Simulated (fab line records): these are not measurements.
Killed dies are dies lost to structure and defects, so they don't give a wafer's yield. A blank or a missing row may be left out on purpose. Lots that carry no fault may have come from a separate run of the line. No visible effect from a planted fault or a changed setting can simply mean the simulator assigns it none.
Comparing a struck lot with a sound one || flow sky130 || 18 steps out of a route of 708
Sound: the wafers L340.1, L340.2, L340.6. Struck: wafers L356.3, L356.5 (left out: L356.4, a lot-mate that was not struck); the cause follows at the end.
Each step with rows lists, per side, the tool, then ch with its chambers, then its first start. Under that, the readings that differ: sound wafers || struck wafers || difference of the means || sigmas: that difference in standard deviations of wafers without a fault.
alike: readings whose means differ by less than 2 such deviations, and words and numbers that are the same on both sides. not compared: withheld readings, readings that some wafer has no value for, bounds like >300 that may hide the same value, and numbers for which the record gives no deviation and whose values overlap.
The two part at a step that has a row with sigmas, a row that says differs or no value, or rows on one side only. Non-overlapping numbers with no deviation appear without sigmas and do not part them. A reading that every wafer of one side lacks parts them only if that side has two wafers or more.

first, 1 step without rows for these wafers: SKY_VT_ADJUST_PCH_IMPLANT_08.
SKY_VT_ADJUST_PCH_STRIP_09: strips in O2/N2.
  sound on plasma_asher-01 ch 0,1, day 10 13:49; struck on plasma_asher-01 ch 0,1, day 15 22:20
{"reading": "strip_time_to_endpoint_s (s)", "sound": "37.14 37.01 37.06", "struck": "36.84 36.81", "difference": -0.24, "sigmas": -2}
  alike: drypump_motor_current_A, oes_product_au
  not compared: rf_hours_counter_h
SKY_VT_ADJUST_PCH_TW_MEAS_10:
  sound on film_metro-01 at day 10 13:55; struck on film_metro-01 at day 15 22:26
  alike: VT_ADJUST_PCH_TW
then, 7 steps without rows for these wafers: SKY_SONOS_TUNNEL_DEHYDRATE_00 (time 60 s); SKY_SONOS_TUNNEL_HMDS_01 (prime time 60 s); SKY_SONOS_TUNNEL_COAT_02 (resist thk 1140 nm); SKY_SONOS_TUNNEL_SOFTBAKE_03 (time 60 s); SKY_SONOS_TUNNEL_EXPOSE_04 (exposes mask TUNM, target cd 410 nm); SKY_SONOS_TUNNEL_PEB_05; SKY_SONOS_TUNNEL_DEVELOP_06 (develop time 60 s).
SKY_SONOS_TUNNEL_CD_MEAS_07 targets a cd of 410 nm.
  sound on cd_sem-01 at day 11 13:28; struck on cd_sem-01 at day 17 01:51
  alike: cd_nm
SKY_SONOS_TUNNEL_OVL_MEAS_08:
  sound on overlay-02 at day 11 13:35; struck on overlay-02 at day 17 01:56
  alike: SONOS_TUNNEL_OVL
SKY_SONOS_TUNNEL_IMPLANT_09:
  sound on implanter-04 ch 0, day 11 13:37; struck on implanter-03 ch 0, day 17 02:01
  alike: beam_on_s
then, 2 steps without rows for these wafers: SKY_SONOS_TUNNEL_WET_ETCH_10 (etches SiO2 in dHF, target depth 14 nm, time 280 s); SKY_SONOS_TUNNEL_STRIP_11 (strips in SPM, time 600 s).
SKY_SONOS_TUNNEL_TW_MEAS_12:
  sound on film_metro-04 at day 11 14:02; struck on film_metro-01 at day 17 02:30
{"reading": "SONOS_TUNNEL_TW", "sound": "198.7 197.4 198.7", "struck": "187.3 187.7", "difference": -10.8, "sigmas": -4}
then, 1 step without rows for these wafers: SKY_SONOS_TUNNEL_CLEAN_13 (cleans in dHF, time 20 s).
-- record jumps: 33 days separate the struck wafers' starts on either side; left off in module SONOS_TUNNEL, taken up again in module PAD_OPEN, whose first shown step is the route's number 708 --
SKY_PAD_OPEN_PROBE_99:
  sound on prober-02 at day 45 18:46; struck on prober-02 at day 49 19:47
{"reading": "killed_at_contacts", "sound": "33 24 31", "struck": "12 12", "difference": -17, "sigmas": -3}
{"reading": "model.etest.tip_sonos.rs_ohm_sq_range", "sound": "35.85 23.29 38.53", "struck": "49.87 78.72", "difference": "+31.74", "sigmas": ""}
{"reading": "model.etest.sonos_uncharged.r_on_ohm_um", "sound": "805.2 793.8 789.3", "struck": "782.6 774.2", "difference": -17.7, "sigmas": ""}
{"reading": "model.etest.sonos_programmed.off_log10_a_um", "sound": "-13.97 -13.99 -14.01", "struck": "-13.65 -13.57", "difference": "+0.38", "sigmas": ""}
{"reading": "model.etest.sonos_baked.vt_v (V)", "sound": "1.004 1.01 1.008", "struck": "0.9514 0.9606", "difference": -0.0513, "sigmas": ""}
{"reading": "model.etest.sonos_uncharged.vt_v (V)", "sound": "-0.4315 -0.4403 -0.4376", "struck": "-0.539 -0.4955", "difference": -0.081, "sigmas": ""}
  alike: killed_at_M0_to_M3, killed_at_M4_up, killed_at_front_end, killed_at_other, killed_dies, killed_open, killed_short

== WHERE THEY PART ==
At SKY_VT_ADJUST_PCH_STRIP_09 first; at SKY_PAD_OPEN_PROBE_99 last (within this record only).

WHY: whatever the simulator had introduced
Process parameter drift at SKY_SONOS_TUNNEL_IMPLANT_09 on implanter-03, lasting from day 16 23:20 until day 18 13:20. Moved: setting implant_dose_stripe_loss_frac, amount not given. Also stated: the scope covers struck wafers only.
